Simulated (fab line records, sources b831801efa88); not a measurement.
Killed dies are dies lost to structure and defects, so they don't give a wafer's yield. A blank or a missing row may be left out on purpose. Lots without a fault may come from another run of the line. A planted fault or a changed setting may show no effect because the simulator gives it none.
Problem report in the 8D (eight disciplines) form, filled by code | flow sky130 | the parts of the form that need people (team, actions taken, sign-off) are left out

1. THE PROBLEM
LI_CONTACT_W_RS at SKY_LI_CONTACT_RS_MEAS_22 reads a mean of 0.4108 ohm/sq on 6 wafers of 3 lots; wafers without a fault read 0.2871 ohm/sq with a standard deviation of 0.0026. That is +48 standard deviations from the usual mean.
The step: measures by four-point-probe.
First seen on wafer L931.2, day 33 22:34, on film_metro-01. The record holds 19 wafers of 7 lots with a number at this step. Rule for "out", or "out of limits": more than 4 standard deviations from the usual mean. The other wafers with a number count as sound.

2. WHAT IT IS AND WHAT IT IS NOT
question                    | is                                             | is not
which readings at this step | LI_CONTACT_W_RS                                | -
which lots                  | L931, L932, L933                               | L917, L923, L936, L939
which wafers of those lots  | L931.2, L931.3, L932.2, L932.3, L933.2, L933.3 | L933.4
read on which gauges        | film_metro-01, film_metro-04                   | film_metro-03
when                        | from day 33 22:34                              | up to then (6 sound wafers); but 7 sound wafers of L933, L936, L939 came after

3. SUSPECTS, AND WHAT RULES EACH OUT
Counting: a tool at a process step up to the reading stays a suspect if it ran every lot that is out. Sound lots after the first of them don't rule it out here, since some wafers of a struck lot are sound.
- the gauge at SKY_LI_CONTACT_RS_MEAS_22: ruled out. The wafers that are out were read on 2 gauges (film_metro-01, film_metro-04).
- pvd_sputter-04 at SKY_LI_CONTACT_SPUTTER_19 (material Ti, target thk 20 nm, time 106.37 s): kept. It ran every lot that is out, first L931 (day 33 22:17).
- pvd_sputter-04 at SKY_LI_CONTACT_SPUTTER_20 (material TiN, target thk 20 nm, time 80 s): kept. It ran every lot that is out, first L931 (day 33 22:22).
- cvd_w-01 at SKY_LI_CONTACT_CVD_21 (deposits W, target thk 400 nm, time 120.56 s): kept. It ran every lot that is out, first L931 (day 33 22:26); its last sound lot up to then is L923 (day 31 19:04).
Left after counting: pvd_sputter-04 at SKY_LI_CONTACT_SPUTTER_19, pvd_sputter-04 at SKY_LI_CONTACT_SPUTTER_20, cvd_w-01 at SKY_LI_CONTACT_CVD_21.

4. THE CAUSE (what the simulator had put in)
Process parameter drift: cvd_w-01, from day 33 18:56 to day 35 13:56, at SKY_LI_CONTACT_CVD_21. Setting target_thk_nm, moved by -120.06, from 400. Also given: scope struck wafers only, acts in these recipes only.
Counting left 3 suspects, and this tool is among them.

5. THE CHAIN OF EFFECTS, in route order
Each row: a reading whose mean over the struck wafers that have a number lies more than 3 standard deviations from the usual. Only readings for which the record gives a usual standard deviation are gone through. hours: the time from each lot's start at the first step in this table that gives one to its start at this step, as a median over the lots. sigmas: the change in usual standard deviations.
hours | step                       | reading            | usual         | on struck wafers | change  | sigmas
0     | SKY_LI_CONTACT_RS_MEAS_22  | LI_CONTACT_W_RS    | 0.2871 ohm/sq | 0.4108           | +0.1237 | +48
0     | SKY_LI_CONTACT_THK_MEAS_23 | LI_CONTACT_W_THK   | 403 nm        | 280              | -123    | -20
0     | SKY_LI_CONTACT_CMP_24      | time_to_endpoint_s | 94 s          | 61               | -33     | -8.9
The process steps in it:
- SKY_LI_CONTACT_CMP_24: polishes, stops on PSG, t overpolish 20 s, target thk 0 nm.

6. WHAT WOULD HAVE CAUGHT IT SOONER
In this record the first reading out of limits at a measuring or inspecting step was taken at day 33 22:34, 4 hours after the fault began at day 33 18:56.
Of the tool readings at SKY_LI_CONTACT_CVD_21 for which the record gives a usual standard deviation, none was out on any struck wafer, so an alarm limit of 4 standard deviations on them would not have fired.
Of the lots that are out (3), L932, L933 began SKY_LI_CONTACT_CVD_21 on cvd_w-01 after day 33 22:34. A hold on the tool at that time would have spared those 2.
